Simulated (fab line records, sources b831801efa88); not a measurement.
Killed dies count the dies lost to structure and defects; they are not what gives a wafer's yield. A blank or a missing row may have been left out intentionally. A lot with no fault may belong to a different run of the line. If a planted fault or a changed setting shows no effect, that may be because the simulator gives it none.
Chamber matching -- flow gf180mcu -- GF_V4_CMP_26 on cmp-02 has 4 sister chambers
The step polishes, stops on SiO2, t overpolish 15 s, target thk 0 nm. 4 wafers are shown with their chamber, then 8 later ones without.

== WAFERS, EACH WITH ITS CHAMBER ==
wafer,chamber,time to endpoint s (s)
L897.4,2,80
L898.3,1,92
L898.5,3,85
L900.1,0,78

== WAFERS WHOSE CHAMBER IS MISSING ==
wafer,time to endpoint s (s)
L900.4,85
L900.5,85
L902.1,79
L902.2,89
L902.3,94
L914.1,77
L914.3,79
L914.5,80

== CHAMBER TAKEN BY EACH ==
wafer,from the rows above,in truth
L900.4,3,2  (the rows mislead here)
L900.5,3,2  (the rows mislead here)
L902.1,can't be placed: 0 or 2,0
L902.2,can't be placed: 1 or 3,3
L902.3,1,1
L914.1,can't be placed: 0 or 2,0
L914.3,can't be placed: 0 or 2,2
L914.5,can't be placed: 2 or 0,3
1 of 8 placed correctly. Cannot be placed on the basis of these rows: 5; the candidates contain the true chamber in 4. Placed wrongly: 2.
How it was worked out, from the rows above alone: a wafer's distance from a chamber is the root of the sum, over the readings, of the square of ((its reading less the chamber's mean) divided by the reading's scatter). If the next closest chamber is less than 2 further off than the closest, the wafer can't be placed; otherwise it belongs to the closest. A chamber's mean is the mean of its shown wafers. The scatter (one wafer shown for each chamber): square how far every hidden wafer sits from the nearest shown wafer, average those squares and take the square root.
